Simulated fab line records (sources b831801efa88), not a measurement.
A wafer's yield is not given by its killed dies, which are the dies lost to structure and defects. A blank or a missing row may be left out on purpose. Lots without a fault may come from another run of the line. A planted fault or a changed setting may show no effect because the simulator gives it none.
What tool caused it? + flow sky130 + 12 lots with 35 wafers sampled at 3 steps, on a route of 708 steps

## WHAT EACH GAUGE READ, for each wafer
SKY_CAPM_THK_MEAS_04: measures by xrf. Usual: CAPM_TIN_THK gives 201.4 nm (standard deviation 2.8).
| lot  | measured     | on            | CAPM_TIN_THK (nm) | flag |
|------|--------------|---------------|-------------------|------|
| L111 | day 36 12:29 | film_metro-01 | 197.3 199.2 198.9 |      |
| L110 | day 36 12:44 | film_metro-02 | 202.9 201.8 203.2 |      |
| L113 | day 37 06:10 | film_metro-04 | 202.3 198.1 200.6 |      |
| L114 | day 37 17:28 | film_metro-01 | 197.0 198.7 199.8 |      |
| L115 | day 37 20:04 | film_metro-04 | 198.8 206.0 203.0 |      |
| L118 | day 38 15:01 | film_metro-01 | 199.6 199.5 194.1 |      |
| L119 | day 39 04:47 | film_metro-02 | 202.7 205.4 202.0 |      |
| L120 | day 39 12:27 | film_metro-02 | 199.9 200.4 199.6 |      |
| L121 | day 39 20:23 | film_metro-01 | 201.1 202.5 201.6 |      |
| L123 | day 40 03:11 | film_metro-02 | 200.2 200.9 199.3 |      |
| L122 | day 40 15:44 | film_metro-02 | 203.2 205.9 201.1 |      |
| L124 | day 40 19:12 | film_metro-01 | 199.4 199.3       |      |

SKY_VIA3_OVL_MEAS_13. Usual: VIA3_OVL gives -4 nm (standard deviation 6.8).
| lot  | measured     | on         | VIA3_OVL (nm) | flag |
|------|--------------|------------|---------------|------|
| L111 | day 39 19:27 | overlay-02 | -10 -4 -3     |      |
| L110 | day 39 19:31 | overlay-01 | -2 -6 0       |      |
| L113 | day 40 11:04 | overlay-01 | 6 -1 7        |      |
| L114 | day 40 22:16 | overlay-01 | -10 -3 -9     |      |
| L115 | day 41 01:19 | overlay-01 | -9 -10 -5     |      |
| L118 | day 41 18:47 | overlay-01 | -13 -18 -13   |      |
| L119 | day 42 07:31 | overlay-01 | -4 -4 -4      |      |
| L120 | day 42 15:47 | overlay-02 | -7 -10 -5     |      |
| L121 | day 42 23:20 | overlay-02 | -10 1 -1      |      |
| L123 | day 43 04:33 | overlay-01 | 13 4 10       |      |
| L122 | day 43 15:29 | overlay-02 | -8 -15 -12    |      |
| L124 | day 43 19:25 | overlay-02 | -1 2          |      |

## EACH LOT AND THE TOOL THAT RAN IT (in order: tool; ch and the chambers of the sampled wafers; start)
| lot  | SKY_VIA3_CMP_02               |
|------|-------------------------------|
| L111 | cmp-02 ch 2,3, day 38 18:13   |
| L110 | cmp-01 ch 0,1, day 38 18:21   |
| L113 | cmp-02 ch 1,2,3, day 39 09:50 |
| L114 | cmp-01 ch 0,1,3, day 39 21:42 |
| L115 | cmp-02 ch 2,3, day 40 00:37   |
| L118 | cmp-01 ch 0,1,3, day 40 18:20 |
| L119 | cmp-01 ch 2,3, day 41 07:28   |
| L120 | cmp-02 ch 2,3, day 41 15:32   |
| L121 | cmp-02 ch 0,1,3, day 41 23:12 |
| L123 | cmp-02 ch 1,2, day 42 05:05   |
| L122 | cmp-02 ch 0,1,2, day 42 16:34 |
| L124 | cmp-02 ch 2, day 42 20:19     |
- SKY_VIA3_CMP_02: polishes SiO2.

## WHAT THE TOOLS THEMSELVES READ (means of the sampled wafers that have a number; where no wafer has one, the mark that the record gives instead)
SKY_VIA3_CMP_02. Usual: head_pressure_psi 4.001 psi, standard deviation 0.0089; motor_current_A 11.9 A, standard deviation 1.3.
| lot  | tool   | head_pressure_psi (psi) | motor_current_A (A) | flag |
|------|--------|-------------------------|---------------------|------|
| L111 | cmp-02 | 4.009                   | 12.0                |      |
| L110 | cmp-01 | 3.996                   | 11.9                |      |
| L113 | cmp-02 | 4.006                   | 11.8                |      |
| L114 | cmp-01 | 4.002                   | 13.1                |      |
| L115 | cmp-02 | 3.994                   | 11.9                |      |
| L118 | cmp-01 | 4.001                   | 13.2                |      |
| L119 | cmp-01 | 3.999                   | 13.6                |      |
| L120 | cmp-02 | 4.000                   | 12.0                |      |
| L121 | cmp-02 | 4.005                   | 11.0                |      |
| L123 | cmp-02 | 3.990                   | 10.9                |      |
| L122 | cmp-02 | 4.005                   | 11.2                |      |
| L124 | cmp-02 | 3.993                   | 12.2                |      |

## THE ANSWER, worked out from the rows above alone
Rule: take the mean of a lot's wafers that have a number; if it is more than 3 standard deviations from the usual mean, the lot is off. A lot without any number at a reading at which 4 lots or more have one is off too. Any other lot the step has rows for is counted as sound. Order of review: gauges by route order, followed by the tools' own readings, for which a lot's mean as printed above is used. The first step at which some lot is off is used, and at that step the reading that is off furthest; a lot without a number counts as furthest.
No lot is off on any of the readings shown, so nothing can be concluded from this.

## WHAT THE SIMULATOR HAD INSERTED
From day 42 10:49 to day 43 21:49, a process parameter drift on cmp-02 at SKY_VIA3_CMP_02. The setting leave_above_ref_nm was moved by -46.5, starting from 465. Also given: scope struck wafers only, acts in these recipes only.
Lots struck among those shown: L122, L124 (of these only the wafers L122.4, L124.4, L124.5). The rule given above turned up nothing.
